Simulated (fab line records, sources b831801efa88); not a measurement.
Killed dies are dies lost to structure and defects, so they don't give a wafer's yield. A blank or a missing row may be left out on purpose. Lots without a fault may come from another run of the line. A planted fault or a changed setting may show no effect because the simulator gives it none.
Which tool did it? | flow sky130 | 6 lots, 18 wafers sampled, at 3 steps of a route of 708

WHAT THE GAUGES READ, wafer by wafer
SKY_METAL5_RS_MEAS_05: measures by four-point-probe.
lot  | measured     | on            | METAL5_ALCU_RS (ohm/sq)
L465 | day 43 01:05 | film_metro-03 | 0.02761 0.0276 0.02765
L468 | day 44 06:22 | film_metro-01 | 0.02755 0.02697 0.02754
L472 | day 45 08:17 | film_metro-01 | 0.02706 0.02703 0.02683
L474 | day 45 21:41 | film_metro-01 | 0.02724 0.02721 0.02722
L476 | day 46 10:16 | film_metro-01 | 0.02706 0.02722 0.02746
L483 | day 48 01:17 | film_metro-03 | 0.0225 0.02731 0.02769

WHICH TOOL RAN EACH LOT (tool, then ch and the chambers of the sampled wafers, then the start)
lot  | SKY_VIA3_STRIP_16                    | SKY_METAL5_SPUTTER_02
L465 | plasma_asher-02 ch 0,1, day 39 20:51 | pvd_sputter-02, day 43 00:58
L468 | plasma_asher-02 ch 0,1, day 41 02:08 | pvd_sputter-03, day 44 06:12
L472 | plasma_asher-01 ch 0,1, day 42 06:31 | pvd_sputter-01, day 45 08:08
L474 | plasma_asher-02 ch 0,1, day 42 23:01 | pvd_sputter-02, day 45 21:32
L476 | plasma_asher-02 ch 0,1, day 43 07:49 | pvd_sputter-02, day 46 10:09
L483 | plasma_asher-02 ch 0,1, day 45 07:04 | pvd_sputter-01, day 48 01:09
- SKY_VIA3_STRIP_16: strips in O2/N2.
- SKY_METAL5_SPUTTER_02: material AlCu, target thk 1150 nm, time 61.2 s.

THE ANSWER, worked out from the rows above alone
Rule: what is usual is taken from the lots themselves. Put in order of their means at a reading, lots are off if they are a third of the lots or fewer, leave a main group of 4 or more, and stand apart from it by a gap of 3 or more times the standard deviation of the main group's means; of several such gaps the widest counts. A main group whose means are all the same, to the digits that the tables above print for the reading, isn't used. A lot without any number at a reading at which 4 lots or more have one is off too. The other lots that the step has rows for count as sound.
Off: L483, at SKY_METAL5_RS_MEAS_05 (METAL5_ALCU_RS). The main group: mean 0.02728 ohm/sq, standard deviation 0.00021.
A tool fits if, at a process step before that reading, it ran every lot that is off, and no sound lot after the first of them. The gauges at SKY_METAL5_RS_MEAS_05 are tried like those tools. Can't be told from this: 3 tools fit, plasma_asher-02 at SKY_VIA3_STRIP_16, pvd_sputter-01 at SKY_METAL5_SPUTTER_02, film_metro-03 at SKY_METAL5_RS_MEAS_05.

WHAT THE SIMULATOR HAD PUT IN
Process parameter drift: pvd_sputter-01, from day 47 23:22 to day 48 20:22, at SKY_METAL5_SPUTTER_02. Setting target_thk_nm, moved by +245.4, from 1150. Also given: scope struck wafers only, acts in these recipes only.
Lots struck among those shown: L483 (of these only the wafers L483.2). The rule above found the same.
